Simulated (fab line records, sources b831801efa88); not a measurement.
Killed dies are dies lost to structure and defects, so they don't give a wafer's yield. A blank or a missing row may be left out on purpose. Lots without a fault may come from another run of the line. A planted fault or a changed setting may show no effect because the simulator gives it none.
A struck lot beside a sound one | flow sky130 | 31 steps out of a route of 708
Sound: wafers L905.2, L905.4, L905.5. Struck: wafers L921.2, L921.3, L921.6. The cause comes at the end.
At each step with rows: each side's tool, then ch and its chambers, then its first start. Under that, the readings that differ: sound wafers | struck wafers | difference of the means | sigmas: that difference in standard deviations of wafers without a fault.
alike: readings whose means differ by less than 2 such deviations, and words and numbers that are the same on both sides. not compared: withheld readings, readings that some wafer has no value for, bounds like >300 that may hide the same value, and numbers for which the record gives no deviation and whose values overlap.
The two part at a step that has a row with sigmas, a row that says differs or no value, or rows on one side only. Numbers that don't overlap but have no deviation are shown without sigmas and don't part them. A reading that every wafer of one side lacks parts them only if that side has two wafers or more.

SKY_FIELD_ISO_BOW_MEAS_00:
  sound on film_metro-03, day 2 11:01; struck on film_metro-03, day 5 19:01
  alike: INCOMING_BOW
then, 1 step without rows for these wafers: SKY_FIELD_ISO_OXIDATION_01 (stabilise 600 s, purge 300 s, target thk 12 nm).
SKY_FIELD_ISO_THK_MEAS_02:
  sound on film_metro-04, day 2 12:57; struck on film_metro-03, day 5 20:38
  alike: FIELD_ISO_OXIDATION_00_THK
SKY_FIELD_ISO_CVD_03: deposits Si3N4 from DCS/NH3, target thk 165 nm, time 2830 s.
  sound on lpcvd-02 ch 0, day 2 13:00; struck on lpcvd-02 ch 1, day 5 21:52
  reading                                     | sound             | struck            | difference | sigmas
  pressure_mtorr (mTorr)                      | 249.5 249.7 249.8 | 300.2 300.3 299.0 | +50.2      | +88
  spike_tc_top_C (C)                          | 786 788 788       | 777 776 778       | -10        | -2
  zone_power_lower_pct (%)                    | 13.6 13.8 13.7    | 14.4 14.6 14.4    | +0.8       | +2
  zone_power_upper_pct (%)                    | 13.9 13.8 13.8    | 12.3 12.6 12.5    | -1.4       | -2
  model.Si3N4_of_FIELD_ISO_CVD_03.thk_nm (nm) | 163.4 164.2 165.4 | 170.1 170.5 171.1 | +6.2       |
SKY_FIELD_ISO_THK_MEAS_04:
  sound on film_metro-04, day 2 14:47; struck on film_metro-02, day 5 23:40
  reading                   | sound             | struck            | difference | sigmas
  FIELD_ISO_CVD_03_THK (nm) | 163.3 164.3 165.4 | 170.0 170.5 171.1 | +6.2       | +4
then, 8 steps without rows for these wafers: SKY_FIELD_ISO_DEHYDRATE_05 (time 60 s); SKY_FIELD_ISO_HMDS_06 (prime time 62.55 s); SKY_FIELD_ISO_COAT_07 (resist thk 60 nm); SKY_FIELD_ISO_COAT_08 (resist thk 450 nm); SKY_FIELD_ISO_SOFTBAKE_09 (time 90 s); SKY_FIELD_ISO_EXPOSE_10 (exposes mask FOM, target cd 150 nm); SKY_FIELD_ISO_PEB_11; SKY_FIELD_ISO_DEVELOP_12 (develop time 60 s).
SKY_FIELD_ISO_CD_MEAS_13: target cd 150 nm.
  sound on cd_sem-01, day 3 05:52; struck on cd_sem-02, day 6 18:40
  alike: cd_nm
SKY_FIELD_ISO_ETCH_14: etches BARC in N2/H2, stops on SiO2, time 45.9 s, target depth 60 nm.
  sound on rie_diel-02 ch 2,3, day 3 05:58; struck on rie_diel-04 ch 0,1, day 6 18:46
  reading                     | sound       | struck      | difference | sigmas
  drypump_motor_current_A (A) | 5.6 6.2 6.2 | 4.8 5.2 5.1 | -1.0       | -2
  alike: h2_flow_sccm, oes_product_au, throttle_valve_pct
  not compared: rf_hours_counter_h
SKY_FIELD_ISO_ETCH_15: etches the open film in CHF3/O2, stops on Si, target depth 180 nm, time 72 s.
  sound on rie_diel-02 ch 2,3, day 3 06:01; struck on rie_diel-04 ch 0,1, day 6 18:49
  reading                     | sound             | struck            | difference | sigmas
  drypump_motor_current_A (A) | 5.6 6.2 6.2       | 4.8 5.1 5.1       | -1.0       | -2
  oes_product_au (a.u.)       | 0.945 0.930 0.947 | 0.960 0.965 0.971 | +0.025     | +3
  model.etch.depth_nm (nm)    | 163.4 164.2 165.4 | 170.1 170.5 171.1 | +6.2       |
  alike: throttle_valve_pct
  not compared: rf_hours_counter_h
SKY_FIELD_ISO_STRIP_16: strips in O2/N2.
  sound on plasma_asher-03 ch 0,1, day 3 06:04; struck on plasma_asher-02 ch 0, day 6 18:52
  reading                     | sound       | struck      | difference | sigmas
  drypump_motor_current_A (A) | 4.7 4.6 5.7 | 6.2 6.2 6.2 | +1.2       | +2
  alike: o2_flow_sccm, oes_product_au, strip_time_to_endpoint_s
  not compared: rf_hours_counter_h
SKY_FIELD_ISO_ETCH_17: etches Si in HBr/Cl2/O2, target depth 342 nm, time 97.7 s.
  sound on rie_si-02 ch 2,3, day 3 06:10; struck on rie_si-02 ch 1,2,3, day 6 18:58
  alike: HBr_flow_sccm, drypump_motor_current_A, mfc_cl2_sccm, oes_product_au, throttle_valve_pct
  not compared: rf_hours_counter_h
then, 5 steps without rows for these wafers: SKY_FIELD_ISO_WET_ETCH_18 (etches Si3N4 in H3PO4, target depth 25 nm, time 286 s); SKY_FIELD_ISO_CLEAN_19 (cleans in SC1/SC2, time 150 s); SKY_FIELD_ISO_CLEAN_20 (cleans in dHF, time 20 s); SKY_FIELD_ISO_WET_ETCH_21 (etches SiO2 in dHF, target depth 20 nm, time 400 s); SKY_FIELD_ISO_OXIDATION_22 (stabilise 600 s, purge 300 s, target thk 10 nm).
SKY_FIELD_ISO_THK_MEAS_23:
  sound on film_metro-03, day 3 08:17; struck on film_metro-03, day 6 20:33
  alike: FIELD_ISO_OXIDATION_01_THK
then, 1 step without rows for these wafers: SKY_FIELD_ISO_CVD_24 (deposits SiO2, target thk 595 nm, time 99.2 s).
SKY_FIELD_ISO_THK_MEAS_25:
  sound on film_metro-03, day 3 08:26; struck on film_metro-04, day 6 20:41
  alike: FIELD_ISO_CVD_24_THK
then, 1 step without rows for these wafers: SKY_FIELD_ISO_ANNEAL_26 (time 1800 s).
SKY_FIELD_ISO_CMP_27: polishes, stops on Si3N4, t overpolish 16 s, target thk 457.8 nm.
  sound on cmp-02 ch 1,3, day 3 11:18; struck on cmp-02 ch 1,2,3, day 6 22:20
  alike: motor_current_A, retaining_ring_pressure_frac
SKY_FIELD_ISO_WET_ETCH_28: etches SiO2 in dHF, target depth 23.7 nm, time 47 s.
  sound on wet_bench-01 ch 1, day 3 11:36; struck on wet_bench-03 ch 3, day 6 22:32
  reading                                     | sound           | struck          | difference | sigmas
  model.Si3N4_of_FIELD_ISO_CVD_03.thk_nm (nm) | 117.1 117.7 119 | 123.8 124.3 125 | +6.4       |
then, 1 step without rows for these wafers: SKY_FIELD_ISO_WET_ETCH_29 (etches Si3N4 in H3PO4, target depth 160 nm, time 1825 s).
-- the record jumps here: 44 days lie between the struck wafers' starts before and after (it left off in module FIELD_ISO and takes up again in module PAD_OPEN, whose first step shown is number 708 of the route) --
SKY_PAD_OPEN_PROBE_99:
  sound on prober-01, day 46 21:26; struck on prober-01, day 50 11:20
  alike: killed_at_M0_to_M3, killed_at_M4_up, killed_at_contacts, killed_at_front_end, killed_at_other, killed_dies, killed_open, killed_short
  not compared: model.etest.field_n.vt_v, model.etest.sram_nfet_pass.off_log10_a_um

WHERE THEY PART
First at SKY_FIELD_ISO_CVD_03; last, within this record, at SKY_FIELD_ISO_STRIP_16. Later steps at which nothing parts them and some readings are alike: SKY_FIELD_ISO_ETCH_17, SKY_FIELD_ISO_THK_MEAS_23, SKY_FIELD_ISO_THK_MEAS_25, SKY_FIELD_ISO_CMP_27, SKY_PAD_OPEN_PROBE_99.

WHY: what the simulator had put in
Process parameter drift: lpcvd-02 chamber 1, from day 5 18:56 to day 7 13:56, at SKY_FIELD_ISO_CVD_03. Setting pressure_mtorr, moved by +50, from 250. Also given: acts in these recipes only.
